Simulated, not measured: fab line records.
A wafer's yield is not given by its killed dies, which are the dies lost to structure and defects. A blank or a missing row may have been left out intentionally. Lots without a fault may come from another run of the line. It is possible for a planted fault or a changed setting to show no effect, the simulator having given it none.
Matching of chambers :: flow gf180mcu :: GF_V3_CMP_26 on cmp-01: 4 sister chambers
The step polishes, stops on SiO2, t overpolish 15 s, target thk 0 nm. 4 wafers are shown with their chamber, then 11 later ones without.

WAFERS WITH THEIR CHAMBER
wafer: L087.5
chamber: 1
time-to-endpoint-s (s): 73

wafer: L088.2
chamber: 0
time-to-endpoint-s (s): 83

wafer: L088.3
chamber: 2
time-to-endpoint-s (s): 77

wafer: L092.3
chamber: 3
time-to-endpoint-s (s): 79

WAFERS WHOSE CHAMBER IS MISSING
wafer: L092.4
time-to-endpoint-s (s): 74

wafer: L092.6
time-to-endpoint-s (s): 79

wafer: L093.3
time-to-endpoint-s (s): 74

wafer: L093.4
time-to-endpoint-s (s): 84

wafer: L093.5
time-to-endpoint-s (s): 76

wafer: L095.1
time-to-endpoint-s (s): 80

wafer: L095.3
time-to-endpoint-s (s): 85

wafer: L095.6
time-to-endpoint-s (s): 83

wafer: L096.2
time-to-endpoint-s (s): 81

wafer: L096.3
time-to-endpoint-s (s): 78

wafer: L096.5
time-to-endpoint-s (s): 85

EACH ONE'S CHAMBER
wafer: L092.4
from the rows above: can't be placed: 1 or 2
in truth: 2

wafer: L092.6
from the rows above: can't be placed: 3 or 2
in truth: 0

wafer: L093.3
from the rows above: can't be placed: 1 or 2
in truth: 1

wafer: L093.4
from the rows above: 0
in truth: 0

wafer: L093.5
from the rows above: can't be placed: 2 or 1 or 3
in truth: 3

wafer: L095.1
from the rows above: can't be placed: 3 or 0 or 2
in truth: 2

wafer: L095.3
from the rows above: 0
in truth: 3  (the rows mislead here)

wafer: L095.6
from the rows above: 0
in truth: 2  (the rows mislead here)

wafer: L096.2
from the rows above: can't be placed: 0 or 3 or 2
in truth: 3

wafer: L096.3
from the rows above: can't be placed: 2 or 3
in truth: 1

wafer: L096.5
from the rows above: 0
in truth: 0
2 of 11 placed correctly. From these rows, 7 cannot be placed; in 5 the true chamber is one of the candidates. 2 placed wrongly.
How it was worked out, from the rows above alone: a wafer's distance from a chamber is the root of the sum, over the readings, of the square of ((its reading less the chamber's mean) divided by the reading's scatter). The wafer belongs to the nearest chamber; if the next one is less than 2 further off, it can't be placed. A chamber's mean is the mean of its shown wafers. The scatter: root of mean squared gap, hidden wafer to nearest shown wafer, with one shown wafer a chamber.
